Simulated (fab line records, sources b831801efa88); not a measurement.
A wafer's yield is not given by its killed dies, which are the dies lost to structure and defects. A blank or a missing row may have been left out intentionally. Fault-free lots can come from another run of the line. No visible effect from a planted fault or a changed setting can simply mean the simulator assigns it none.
A single fault, viewed from 2 desks | flow gf180mcu | numbers are kept per desk, each desk with only its own; the story behind them comes last

## THE TOOL OWNER'S DESK: implanter-03
The tool's own readings at GF_HV_LDD_IMPLANT_48, given as means over the sampled wafers that have a number, one for each lot that went through this tool. Any lot whose mean is over 4 standard deviations away from the usual mean is out of limits and marked OUT; that distance is given in the brackets.
Columns: A = beam on s at GF_HV_LDD_IMPLANT_48, usual 9.98 s; B = faraday current uA at GF_HV_LDD_IMPLANT_48, usual 170
lot  | first seen here | A               | B
L893 | day 12 11:22    | 9.90            | 171
L898 | day 14 00:23    | 9.98            | 169
L908 | day 17 09:13    | 8.03 (-9.3) OUT | 210 (+12) OUT
L911 | day 18 15:11    | 8.03 (-9.3) OUT | 210 (+12) OUT
This desk's finding: out of limits on L908, L911; first on L908, day 17 09:13 (beam on s at GF_HV_LDD_IMPLANT_48). In limits: L893, L898.

## FROM THE METROLOGY DESK
Lot by lot, what the gauges showed, no matter which tool ran the lot: averages of those sampled wafers that carry a number. Any lot whose mean is over 4 standard deviations away from the usual mean is out of limits and marked OUT; that distance is given in the brackets.
Columns: A = MVSD_TW at GF_MVSD_TW_MEAS_11, usual 1589; B = HV_LDD_4_TW at GF_HV_LDD_TW_MEAS_50, usual 573.6; C = PSD_OVL at GF_PSD_OVL_MEAS_08, usual 1.0 nm
lot  | first seen here | A    | B               | C
L893 | day 4 12:55     | 1578 | 572.0           | 1.2
L895 | day 4 21:55     | 1581 | 574.3           | -0.0
L896 | day 5 04:19     | 1596 | 577.9           | 2.0
L897 | day 5 08:44     | 1588 | 573.8           | 0.3
L898 | day 5 13:59     | 1583 | 568.9           | 2.0
L899 | day 5 21:11     | 1584 | 576.8           | 1.5
L900 | day 6 03:04     | 1595 | 576.7           | -0.3
L902 | day 6 14:31     | 1588 | 573.0           | 1.8
L903 | day 6 21:49     | 1591 | 574.5           | 2.0
L905 | day 7 08:32     | 1582 | 570.9           | 2.2
L908 | day 8 00:48     | 1587 | 536.9 (-13) OUT | 3.1
L910 | day 8 11:27     | 1589 | 572.4           | 2.0
L911 | day 8 22:29     | 1583 | 537.2 (-13) OUT | -0.4
L916 | day 10 02:56    | 1596 | 575.2           | -1.5
Finding of this desk: L908, L911 out of limits, first seen on L908 at day 17 09:28 (HV_LDD_4_TW at GF_HV_LDD_TW_MEAS_50). In limits: L893, L895, L896, L897, L898, L899, L900, L902, L903, L905, L910, L916.

## ALL TOGETHER
The tool owner's desk could have raised an alarm at day 17 09:13, on L908, L911.
Metrology desk: alarm possible at day 17 09:28 on L908, L911.
Of the lots named, all ran GF_HV_LDD_IMPLANT_48 on implanter-03.

## WHAT THE SIMULATOR HAD INSERTED
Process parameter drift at GF_HV_LDD_IMPLANT_48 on implanter-03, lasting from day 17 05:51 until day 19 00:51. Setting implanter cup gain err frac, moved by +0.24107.
Struck lots among those shown: L908, L911.
Counting hours from when the fault started, the first reading out of limits came at 3 for the tool owner's desk and at 4 for the metrology desk.
